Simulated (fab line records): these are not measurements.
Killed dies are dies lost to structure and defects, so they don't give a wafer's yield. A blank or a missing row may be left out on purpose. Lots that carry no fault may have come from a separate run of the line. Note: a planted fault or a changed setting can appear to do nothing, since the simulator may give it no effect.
What tool caused it? + flow sky130 + 6 lots, 17 wafers sampled, at 4 steps of a route of 708

## WHAT THE GAUGES READ, wafer by wafer
SKY_METAL5_RS_MEAS_05: uses a four-point probe to measure.
| lot  | measured     | on            | METAL5_ALCU_RS (ohm/sq)         |
|------|--------------|---------------|---------------------------------|
| L343 | day 43 08:08 | film-metro-03 | 0.02676 0.02631 0.02665         |
| L345 | day 44 03:15 | film-metro-02 | 0.02672 0.02698 0.02663         |
| L348 | day 44 19:47 | film-metro-02 | 0.02691 0.02743 0.02721         |
| L357 | day 46 22:43 | film-metro-03 | 0.02754 0.03181 0.02749 0.03177 |
| L360 | day 47 11:32 | film-metro-02 | 0.02723 0.02738 0.02722         |
| L365 | day 48 16:56 | film-metro-02 | 0.02681 0.02675 0.02676         |

## WHICH TOOL RAN EACH LOT (tool, then ch and the chambers of the sampled wafers, then the start)
| lot  | SKY_CAP2M_METAL_ETCH_13           | SKY_CAP2M_STRIP_14                   | SKY_METAL5_SPUTTER_02        |
|------|-----------------------------------|--------------------------------------|------------------------------|
| L343 | rie-metal-04 ch 0,1, day 41 05:34 | plasma-asher-02 ch 1, day 41 05:39   | pvd-sputter-04, day 43 08:01 |
| L345 | rie-metal-02 ch 0,1, day 42 01:39 | plasma-asher-01 ch 0,1, day 42 01:44 | pvd-sputter-03, day 44 03:05 |
| L348 | rie-metal-01 ch 0,1, day 42 19:53 | plasma-asher-04 ch 0,1, day 42 19:58 | pvd-sputter-03, day 44 19:39 |
| L357 | rie-metal-01 ch 0, day 45 02:16   | plasma-asher-02 ch 1, day 45 02:24   | pvd-sputter-03, day 46 22:35 |
| L360 | rie-metal-04 ch 0,1, day 45 13:36 | plasma-asher-02 ch 0,1, day 45 13:41 | pvd-sputter-04, day 47 11:25 |
| L365 | rie-metal-01 ch 0,1, day 46 21:32 | plasma-asher-01 ch 0,1, day 46 21:37 | pvd-sputter-01, day 48 16:47 |
- SKY_CAP2M_METAL_ETCH_13: etches TiN in Cl2/BCl3, stops on SiO2, target depth 220 nm, time 62.9 s.
- SKY_CAP2M_STRIP_14: strips in O2/N2.
- SKY_METAL5_SPUTTER_02: material AlCu, target thk 1150 nm, time 61.2 s.

## THE ANSWER, worked out from the rows above alone
Rule: the lots themselves supply what counts as usual. Put in order of their means at a reading, lots are off if they are a third of the lots or fewer, leave a main group of 4 or more, and stand apart from it by a gap of 3 or more times the standard deviation of the main group's means; of several such gaps the widest counts. If all means in a main group match to the digits the tables above print for the reading, that group is not used. Also off: a lot with no number at a reading for which 4 or more lots have one. The other lots that the step has rows for count as sound.
Off: L357, seen at SKY_METAL5_RS_MEAS_05 (METAL5_ALCU_RS). The main group has a mean of 0.02692 ohm/sq with a standard deviation of 0.00027.
If a tool, at a process step before that reading, ran all the lots that are off and no sound lot after the first of them, it fits. Those tools and the gauges at SKY_METAL5_RS_MEAS_05 are tried in the same way. Can't be told from this: 2 tools fit, pvd-sputter-03 at SKY_METAL5_SPUTTER_02, film-metro-03 at SKY_METAL5_RS_MEAS_05.

## WHAT THE SIMULATOR PUT IN
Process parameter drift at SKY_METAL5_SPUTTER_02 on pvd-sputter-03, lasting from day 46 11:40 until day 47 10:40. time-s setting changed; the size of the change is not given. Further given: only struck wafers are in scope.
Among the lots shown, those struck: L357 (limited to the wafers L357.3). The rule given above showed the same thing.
